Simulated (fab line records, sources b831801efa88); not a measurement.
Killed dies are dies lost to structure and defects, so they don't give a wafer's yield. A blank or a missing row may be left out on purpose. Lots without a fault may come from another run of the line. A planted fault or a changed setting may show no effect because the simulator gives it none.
A struck lot beside a sound one | flow gf180mcu | 14 steps out of a route of 602
Sound: wafers L755.1, L755.3, L755.6. Struck: wafers L752.1, L752.4, L752.5. The cause comes at the end.
At each step with rows: each side's tool, then ch and its chambers, then its first start. Under that, the readings that differ: sound wafers | struck wafers | difference of the means | sigmas: that difference in standard deviations of wafers without a fault.
alike: readings whose means differ by less than 2 such deviations, and words and numbers that are the same on both sides. not compared: withheld readings, readings that some wafer has no value for, bounds like >300 that may hide the same value, and numbers for which the record gives no deviation and whose values overlap.
The two part at a step that has a row with sigmas, a row that says differs or no value, or rows on one side only. Numbers that don't overlap but have no deviation are shown without sigmas and don't part them. A reading that every wafer of one side lacks parts them only if that side has two wafers or more.

GF_TOP_METAL_METAL_ETCH_16: etches the open film in Cl2/BCl3, stops on SiO2, target depth 1077.5 nm, time 179.6 s.
  sound on rie_metal-01 ch 0,1, day 31 18:16; struck on rie_metal-04 ch 0,1, day 31 00:56
  alike: chamber_pressure_mTorr, drypump_motor_current_A, oes_product_au, throttle_valve_pct
  not compared: rf_hours_counter_h
GF_TOP_METAL_STRIP_17: strips in O2/N2.
  sound on plasma_asher-01 ch 0, day 31 18:26; struck on plasma_asher-03 ch 1, day 31 01:07
  reading                      | sound             | struck            | difference | sigmas
  strip_time_to_endpoint_s (s) | 13.30 13.33 13.31 | 13.66 13.59 13.60 | +0.30      | +3
  alike: chamber_pressure_mTorr, drypump_motor_current_A, heater_power_w, oes_product_au
  not compared: rf_hours_counter_h
then, 2 steps without rows for these wafers: GF_TOP_METAL_STRIP_18 (strips in post etch residue remover, time 1200 s); GF_TOP_METAL_CLEAN_19 (cleans in DIW).
GF_PASSIVATION_CVD_00: deposits SiO2 from TEOS, target thk 1000 nm, time 111.95 s.
  sound on pecvd-02 ch 0,1,2, day 31 18:59; struck on pecvd-03 ch 1,2, day 31 01:39
  alike: heater_power_outer_w, heater_power_w
GF_PASSIVATION_THK_MEAS_01:
  sound on film_metro-01, day 31 19:04; struck on film_metro-04, day 31 01:43
  alike: PASSIVATION_CVD_00_THK
GF_PASSIVATION_CVD_02: deposits Si3N4, target thk 700 nm, time 486.18 s.
  sound on pecvd-03 ch 0,1, day 31 19:07; struck on pecvd-04 ch 0,1,2, day 31 01:47
  alike: heater_power_outer_w, heater_power_w
GF_PASSIVATION_THK_MEAS_03:
  sound on film_metro-03, day 31 19:25; struck on film_metro-01, day 31 02:04
  alike: PASSIVATION_CVD_02_THK
then, 4 steps without rows for these wafers: GF_PASSIVATION_DEHYDRATE_04 (time 60 s); GF_PASSIVATION_HMDS_05 (prime time 60 s); GF_PASSIVATION_COAT_06 (resist thk 4000 nm); GF_PASSIVATION_SOFTBAKE_07.
GF_PASSIVATION_EXPOSE_08: exposes mask Pad, target cd 40000 nm.
  sound on iline_stepper-01 ch 0, day 32 04:01; struck on iline_stepper-02 ch 0, day 31 10:38
  reading                             | sound                | struck         | difference | sigmas
  model.PASSIVATION.overlay_x_nm (nm) | -0.795 -0.795 -0.795 | 3107 3107 3107 | +3108      |
  alike: mask, focus_offset_nm
then, 1 step without rows for these wafers: GF_PASSIVATION_PEB_09.

WHERE THEY PART
Only at GF_TOP_METAL_STRIP_17, within this record. Later steps at which nothing parts them and some readings are alike: GF_PASSIVATION_CVD_00, GF_PASSIVATION_THK_MEAS_01, GF_PASSIVATION_CVD_02, GF_PASSIVATION_THK_MEAS_03, GF_PASSIVATION_EXPOSE_08.

WHY: what the simulator had put in
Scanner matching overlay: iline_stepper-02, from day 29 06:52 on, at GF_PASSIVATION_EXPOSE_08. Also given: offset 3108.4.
